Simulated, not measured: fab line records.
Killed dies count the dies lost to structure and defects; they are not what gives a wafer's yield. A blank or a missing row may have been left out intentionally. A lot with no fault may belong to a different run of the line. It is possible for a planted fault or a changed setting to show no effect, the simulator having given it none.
fab line records | flow sky130
record lots=7 wafers=21 lastDay=50
route steps=708 shown NWELL@63 PAD_OPEN@708
lots with no fault: from the same line, run without faults
startH: hours from the record's opening day to when the first of the lot's shown wafers began | waitH: time in hours since the lot's previous step | " the same as in the row above | L1.1+2: a single row standing in for several wafers | - value missing, or start not given | * or withheld: withheld | < > ~ a bound
route shown NAME@n: NAME is a module with steps in the file, n the number in the route of the first one | usual: mean/standard deviation taken from wafers without a fault | same: alike in all rows | chamber/n: place in a boat | sites: the reading at each site | _std_site: the standard deviation of these | _edge_site: the outer-site mean with the inner-site mean subtracted | radiusMm: for every site, how far away it sits from the centre of the wafer | mask NAME#n: copy n | behind: the most recent tool/chamber to have shaped the wafer | hold: reason for holding the lot/hours on hold/outcome of the hold | device: which transistor (n, p or np) failed to switch | end of line: the same wafers' tests at the end of the route | for a step that has no rows: nothing shown but its recipe | killed: the dies lost at the first sort to structure and to defects; this is not the yield of the wafer | map: shows each die of a wafer: x if killed, . if not, _ if none is there
set.NAME: setting as actually run; set.NAME@STEP: the setting as run at that earlier step | model.NAME: the simulator's own value behind a step, which no gauge read
a table for each step, a row for each wafer; lots at some steps of the route
services: when a tool's chamber went out of use (startH, in hours from the record's first day, below 0 if earlier), for how many hours, and the reason
## steps
# step SKY_NWELL_OVL_MEAS_10
# usual NWELL_00_OVL=-0.9/1.4
# columns lot.wafer tool chamber startH waitH NWELL_00_OVL[nm]
L874.2 overlay-01 - 90.98 - -1.8
L874.4 " - " " -0.1
L874.6 " - " " -1.1
L876.1 overlay-02 - 100.26 - -1.9
L876.5 " - " " -2.8
L876.6 " - " " -0.6
L883.2 overlay-02 - 138.97 - 0.3
L883.3 " - " " -3.0
L883.5 " - " " -1.0
L884.3 overlay-02 - 151.53 - -3.0
L884.4 " - " " -1.3
L884.5 " - " " -2.3
L886.2 overlay-01 - 159.48 - -2.4
L886.3 " - " " -2.3
L886.6 " - " " -0.8
L895.1 overlay-02 - 207.97 - -0.8
L895.2 " - " " -1.9
L895.4 " - " " 0.2
L896.1 overlay-01 - 216.66 - -1.2
L896.2 " - " " -0.5
L896.4 " - " " -0.5
# step SKY_NWELL_IMPLANT_11
# recipe species=P energyKev=400 doseCm2=1.9e+13 tiltDeg=withheld
# step SKY_NWELL_IMPLANT_12
# recipe species=P energyKev=120 doseCm2=1.274e+12 tiltDeg=withheld
# step SKY_NWELL_IMPLANT_13
# recipe species=P energyKev=50 doseCm2=7e+11 tiltDeg=withheld
# step SKY_NWELL_STRIP_14
# recipe chemistry=O2/N2 powerW=1400 pressureMtorr=1500 platenTempC=withheld o2FlowSccm=3000 n2FlowSccm=300 overashFraction=0.5
# usual drypumpMotorCurrentA=5.7/0.31 oesProductAu=0.723/0.0045 stripTimeToEndpointS=36.95/0.087
# columns lot.wafer tool chamber startH waitH drypumpMotorCurrentA oesProductAu rfHoursCounterH stripTimeToEndpointS
L874.2 plasmaAsher-02 0 91.46 0.1 5.3 0.722 28 36.83
L874.4 " 1 " " 6.2 0.718 - 36.80
L874.6 " 1 " " 6.2 0.727 - 36.83
L876.1 plasmaAsher-02 1 100.75 0.1 6.2 0.715 29 36.90
L876.5 " 1 " " 6.2 0.727 - 36.97
L876.6 " 0 " " 5.3 0.722 - 36.86
L883.2 plasmaAsher-03 0 139.45 0.1 6.1 0.725 1 37.01
L883.3 " 0 " " 6.0 0.720 - 37.03
L883.5 " 0 " " 6.1 0.732 - 37.06
L884.3 plasmaAsher-01 0 152.04 0.1 5.9 0.722 - 37.00
L884.4 " 1 " " 5.7 0.722 - 37.01
L884.5 " 0 " " 5.9 0.719 - 37.04
L886.2 plasmaAsher-03 0 159.96 0.1 6.1 0.722 3 36.96
L886.3 " 0 " " 6.0 0.722 - 36.96
L886.6 " 0 " " 6.0 0.723 - 37.02
L895.1 plasmaAsher-02 0 208.46 0.1 5.3 0.723 40 36.94
L895.2 " 1 " " 6.2 0.719 40 36.98
L895.4 " 0 " " 5.3 0.717 - 36.89
L896.1 plasmaAsher-02 0 217.15 0.1 5.3 0.722 41 36.99
L896.2 " 1 " " 6.2 0.724 41 36.95
L896.4 " 1 " " 6.2 0.722 - 36.80
# step SKY_NWELL_TW_MEAS_15
# usual NWELL_TW=1796/8.7
# columns lot.wafer tool chamber startH waitH NWELL_TW
L874.2 filmMetro-01 - 91.57 0.1 1790
L874.4 " - " " 1798
L874.6 " - " " 1799
L876.1 filmMetro-02 - 100.85 0.1 1809
L876.5 " - " " 1812
L876.6 " - " " 1800
L883.2 filmMetro-02 - 139.56 0.1 1787
L883.3 " - " " 1803
L883.5 " - " " 1805
L884.3 filmMetro-01 - 152.13 0.1 1805
L884.4 " - " " 1804
L884.5 " - " " 1798
L886.2 filmMetro-04 - 160.07 0.1 1792
L886.3 " - " " 1791
L886.6 " - " " 1785
L895.1 filmMetro-01 - 208.56 0.1 1788
L895.2 " - " " 1783
L895.4 " - " " 1794
L896.1 filmMetro-02 - 217.25 0.1 1802
L896.2 " - " " 1797
L896.4 " - " " 1790
# step SKY_NWELL_DEHYDRATE_16
# recipe tempC=200 timeS=60
# step SKY_NWELL_HMDS_17
# recipe primeTimeS=60 primeTempC=120
# step SKY_NWELL_COAT_18
# recipe spinRpm=2000 resistThkNm=3000
# step SKY_NWELL_SOFTBAKE_19
# recipe tempC=110 timeS=withheld
# step SKY_NWELL_EXPOSE_20
# recipe maskId=NWM_COMPLEMENT na=0.6 sourceShape=conventional sigmaOuter=0.6 polarization=unpolarized targetCdNm=840 doseMj=260
# step SKY_NWELL_PEB_21
# recipe tempC=115 timeS=withheld
# step SKY_NWELL_DEVELOP_22
# recipe wallAngleDeg=90 developer=TMAH developTimeS=60 devTempC=23
# usual developerTempC=23.00/0.11
# columns lot.wafer tool chamber startH waitH developerTempC
L874.2 lithoTrack-01 0 109 - 23.09
L874.4 " 0 " " 23.03
L874.6 " 0 " " 22.94
L876.1 lithoTrack-04 0 118 - 23.09
L876.5 " 0 " " 23.04
L876.6 " 0 " " 23.29
L883.2 lithoTrack-01 0 158 - 25.23
L883.3 " 0 " " 25.28
L883.5 " 0 " " 25.27
L884.3 lithoTrack-01 0 171 - 25.29
L884.4 " 0 " " 25.23
L884.5 " 0 " " 25.39
L886.2 lithoTrack-01 0 180 - 25.49
L886.3 " 0 " " 25.26
L886.6 " 0 " " 25.35
L895.1 lithoTrack-01 0 230 - 22.84
L895.2 " 0 " " 22.88
L895.4 " 0 " " 22.94
L896.1 lithoTrack-01 0 239 - 22.93
L896.2 " 0 " " 22.85
L896.4 " 0 " " 22.94
# step SKY_NWELL_OVL_MEAS_23
# usual NWELL_01_OVL=-0.7/1.3
# columns lot.wafer tool chamber startH waitH NWELL_01_OVL[nm]
L874.2 overlay-02 - 109.43 - 1.3
L874.4 " - " " 0.6
L874.6 " - " " -0.5
L876.1 overlay-01 - 118.86 - -0.8
L876.5 " - " " -1.1
L876.6 " - " " -0.8
L883.2 overlay-01 - 158.58 - -0.5
L883.3 " - " " 0.9
L883.5 " - " " -0.1
L884.3 overlay-01 - 172.04 - -1.6
L884.4 " - " " -1.0
L884.5 " - " " -2.4
L886.2 overlay-02 - 180.58 - -1.6
L886.3 " - " " -0.6
L886.6 " - " " -2.5
L895.1 overlay-02 - 230.87 - -1.3
L895.2 " - " " -1.0
L895.4 " - " " -0.9
L896.1 overlay-02 - 239.32 - -1.8
L896.2 " - " " -4.7
L896.4 " - " " -3.6
# step SKY_PAD_OPEN_PROBE_99
# usual killed_at_M0_to_M3=42/6.6 killed_at_M4_up=3.0/1.7 killedAtContacts=24/5.3 killedAtFrontEnd=15/4.5 killedAtOther=0.2/0.49 killedDies=83/9 killedOpen=45/6.9 killedShort=38/5.8
# same grossDies=492 killedAtBackSide=0
# columns lot.wafer tool chamber startH waitH killed_at_M0_to_M3 killed_at_M4_up killedAtContacts killedAtFrontEnd killedAtOther killedDies killedOpen killedShort
L876.1 prober-02 - 1111.03 0.1 49 2 20 13 0 84 44 39
L876.5 prober-02 - 1111.23 0.2 38 4 21 9 0 72 39 33
L876.6 prober-02 - 1111.28 0.2 37 1 27 19 0 84 50 34
L874.2 prober-02 - 1114.81 0.1 34 0 23 24 0 81 43 38
L874.4 prober-02 - 1114.91 0.2 43 3 31 15 0 92 52 40
L874.6 prober-02 - 1115.01 0.2 35 0 19 21 1 76 41 35
L883.2 prober-02 - 1130.27 0.1 48 3 24 6 0 81 43 38
L883.3 prober-02 - 1130.32 0.2 45 4 25 10 0 84 48 36
L883.5 prober-02 - 1130.42 0.2 41 2 23 8 0 74 42 32
L884.3 prober-01 - 1153.00 0.2 47 1 21 10 0 79 40 39
L884.4 prober-01 - 1153.05 0.2 32 1 17 20 0 70 43 27
L884.5 prober-01 - 1153.10 0.2 42 2 15 16 1 76 38 38
L886.2 prober-01 - 1156.93 0.1 32 3 37 16 0 88 45 42
L886.3 prober-01 - 1156.98 0.2 39 3 19 23 1 85 44 40
L886.6 prober-01 - 1157.13 0.2 41 4 24 3 0 72 45 27
L896.1 prober-02 - 1193.10 0.1 38 1 31 16 0 86 46 40
L896.2 prober-02 - 1193.15 0.1 42 1 21 11 0 75 34 41
L896.4 prober-02 - 1193.25 0.2 45 3 25 12 1 86 40 46
L895.1 prober-01 - 1194.13 0.1 37 3 21 12 1 74 46 27
L895.2 prober-01 - 1194.18 0.1 48 1 17 9 0 75 33 42
L895.4 prober-01 - 1194.28 0.2 41 3 25 14 1 84 39 45
# killed by level:class
L876.1 METAL2:geometricParticle:short=10 VIA2:geometricParticle:open=10 CONTACT:geometricParticle:open=9 VIA3:geometricParticle:open=8 LOCAL_INTERCONNECT:geometricParticle:short=6 METAL3:geometricParticle:short=6 METAL1:geometricParticle:short=5 LI_CONTACT:geometricParticle:open=4
L876.5 METAL2:geometricParticle:short=11 LI_CONTACT:geometricParticle:open=8 CONTACT:geometricParticle:open=6 VIA2:geometricParticle:open=5 SPACER:geometricParticle:open=4 LOCAL_INTERCONNECT:geometricParticle:short=4 METAL1:geometricParticle:short=4 VIA1:geometricParticle:open=4
L876.6 LI_CONTACT:geometricParticle:open=10 METAL1:geometricParticle:short=9 CONTACT:geometricParticle:open=8 VIA1:geometricParticle:open=6 FIELD_ISO:geometricParticle:short=5 POLY_GATE:geometricParticle:open=5 VIA2:geometricParticle:open=5 VIA3:geometricParticle:open=5
L874.2 CONTACT:geometricParticle:open=9 VIA2:geometricParticle:open=8 FIELD_ISO:geometricParticle:short=7 METAL1:geometricParticle:short=7 POLY_GATE:geometricParticle:short=6 FIELD_ISO:geometricParticle:open=5 CONTACT:geometricParticle:short=5 VIA3:geometricParticle:open=5
L874.4 CONTACT:geometricParticle:open=12 VIA1:geometricParticle:open=8 LOCAL_INTERCONNECT:geometricParticle:short=8 METAL1:geometricParticle:short=7 VIA2:geometricParticle:short=6 LI_CONTACT:geometricParticle:open=6 VIA2:geometricParticle:open=6 FIELD_ISO:geometricParticle:open=5
L874.6 VIA2:geometricParticle:open=9 CONTACT:geometricParticle:open=8 VIA1:geometricParticle:open=8 POLY_GATE:geometricParticle:short=7 FIELD_ISO:geometricParticle:short=4 POLY_GATE:geometricParticle:open=4 LI_CONTACT:geometricParticle:open=4 METAL1:geometricParticle:short=4
L883.2 CONTACT:geometricParticle:open=11 VIA1:geometricParticle:open=10 VIA1:geometricParticle:short=7 VIA3:geometricParticle:open=7 METAL3:geometricParticle:short=6 METAL2:geometricParticle:short=6 LI_CONTACT:geometricParticle:open=5 METAL1:geometricParticle:short=5
L883.3 VIA1:geometricParticle:open=11 CONTACT:geometricParticle:open=10 LI_CONTACT:geometricParticle:open=7 VIA1:geometricParticle:short=7 VIA2:geometricParticle:open=6 METAL2:geometricParticle:short=5 METAL3:geometricParticle:short=4 METAL4:geometricParticle:short=4
L883.5 VIA1:geometricParticle:open=11 CONTACT:geometricParticle:open=9 LI_CONTACT:geometricParticle:open=6 VIA3:geometricParticle:open=6 METAL1:geometricParticle:short=5 VIA2:geometricParticle:short=4 VIA1:geometricParticle:short=4 METAL2:geometricParticle:short=4
L884.3 METAL2:geometricParticle:short=14 CONTACT:geometricParticle:open=9 VIA1:geometricParticle:short=9 LI_CONTACT:geometricParticle:open=7 VIA2:geometricParticle:open=7 METAL1:geometricParticle:short=5 VIA1:geometricParticle:open=4 VIA3:geometricParticle:open=4
L884.4 VIA1:geometricParticle:open=10 CONTACT:geometricParticle:open=8 FIELD_ISO:geometricParticle:open=5 VIA2:geometricParticle:open=5 POLY_GATE:geometricParticle:open=4 CONTACT:geometricParticle:short=4 METAL2:geometricParticle:short=4 FIELD_ISO:geometricParticle:short=3
L884.5 VIA3:geometricParticle:open=7 VIA1:geometricParticle:open=6 METAL2:geometricParticle:short=6 FIELD_ISO:geometricParticle:open=5 VIA1:geometricParticle:short=5 VIA2:geometricParticle:short=4 VIA2:geometricParticle:open=4 FIELD_ISO:geometricParticle:short=3
L886.2 LI_CONTACT:geometricParticle:open=10 CONTACT:geometricParticle:open=9 CONTACT:geometricParticle:short=7 VIA2:geometricParticle:open=7 POLY_GATE:geometricParticle:short=6 LOCAL_INTERCONNECT:geometricParticle:short=6 METAL2:geometricParticle:short=6 VIA1:geometricParticle:open=5
L886.3 VIA1:geometricParticle:open=8 LI_CONTACT:geometricParticle:open=7 CONTACT:geometricParticle:open=7 VIA2:geometricParticle:open=6 METAL3:geometricParticle:short=6 POLY_GATE:geometricParticle:short=5 POLY_GATE:geometricParticle:open=5 FIELD_ISO:geometricParticle:short=4
L886.6 CONTACT:geometricParticle:open=14 VIA1:geometricParticle:open=11 VIA2:geometricParticle:open=7 METAL1:geometricParticle:short=6 VIA1:geometricParticle:short=5 CONTACT:geometricParticle:short=4 LI_CONTACT:geometricParticle:open=3 METAL3:geometricParticle:short=3
L896.1 LI_CONTACT:geometricParticle:open=10 CONTACT:geometricParticle:open=8 LI_CONTACT:geometricParticle:short=7 VIA1:geometricParticle:open=7 FIELD_ISO:geometricParticle:short=6 METAL2:geometricParticle:short=6 FIELD_ISO:geometricParticle:open=5 VIA1:geometricParticle:short=5
L896.2 VIA1:geometricParticle:open=9 METAL2:geometricParticle:short=8 LI_CONTACT:geometricParticle:open=7 FIELD_ISO:geometricParticle:short=5 VIA2:geometricParticle:short=5 LOCAL_INTERCONNECT:geometricParticle:short=4 CONTACT:geometricParticle:short=4 CONTACT:geometricParticle:open=4
L896.4 METAL1:geometricParticle:short=9 VIA3:geometricParticle:open=9 LI_CONTACT:geometricParticle:open=7 VIA1:geometricParticle:open=7 CONTACT:geometricParticle:short=6 CONTACT:geometricParticle:open=5 VIA1:geometricParticle:short=5 LOCAL_INTERCONNECT:geometricParticle:short=4
L895.1 VIA1:geometricParticle:open=10 CONTACT:geometricParticle:open=8 LI_CONTACT:geometricParticle:open=7 VIA3:geometricParticle:open=5 POLY_GATE:geometricParticle:open=4 VIA2:geometricParticle:open=4 VIA3:geometricParticle:short=4 METAL1:geometricParticle:short=3
L895.2 VIA1:geometricParticle:open=11 CONTACT:geometricParticle:open=7 METAL1:geometricParticle:short=7 VIA3:geometricParticle:short=6 VIA1:geometricParticle:short=6 VIA2:geometricParticle:open=5 METAL2:geometricParticle:short=5 FIELD_ISO:geometricParticle:open=4
L895.4 VIA1:geometricParticle:open=10 VIA3:geometricParticle:open=8 LI_CONTACT:geometricParticle:open=5 LOCAL_INTERCONNECT:geometricParticle:short=5 CONTACT:geometricParticle:open=5 CONTACT:geometricParticle:short=5 METAL1:geometricParticle:short=5 METAL2:geometricParticle:short=5
## services
# columns tool chamber startH hours kind
plasmaAsher-01 - 86.29 9.6 repair
plasmaAsher-03 - 108.75 9.0 pm
plasmaAsher-03 0 108.75 9.0 ventCycle
plasmaAsher-03 1 108.75 9.0 ventCycle
plasmaAsher-03 - 117.75 14.6 pm
plasmaAsher-03 0 117.75 - clean
plasmaAsher-03 1 117.75 - clean
## key
firstSign step=SKY_NWELL_DEVELOP_22 reading=developerTempC direction=up sigmas=22 usual=* struck=*
effect none on later readings
metAt SKY_NWELL_DEVELOP_22
struckWafers L883.2,L883.3,L883.5,L884.3,L884.4,L884.5,L886.2,L886.3,L886.6
testerLeftOut L883,L884,L886
onsetBetween 109 158
fault kind=processParameterDrift tool=lithoTrack-01 chamber=- onsetH=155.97 steps=SKY_NWELL_DEVELOP_22 channel=devTempC offset=* shape=step endH=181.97 actsIn=* stated=*
# testerLeftOut: of these lots the tester's yield and bins aren't shown, on N5 and GAA mostly nor the transistor test; their killed dies are dies lost to structure and defects alone, not to doping, threshold or leakage, so they don't give the yield
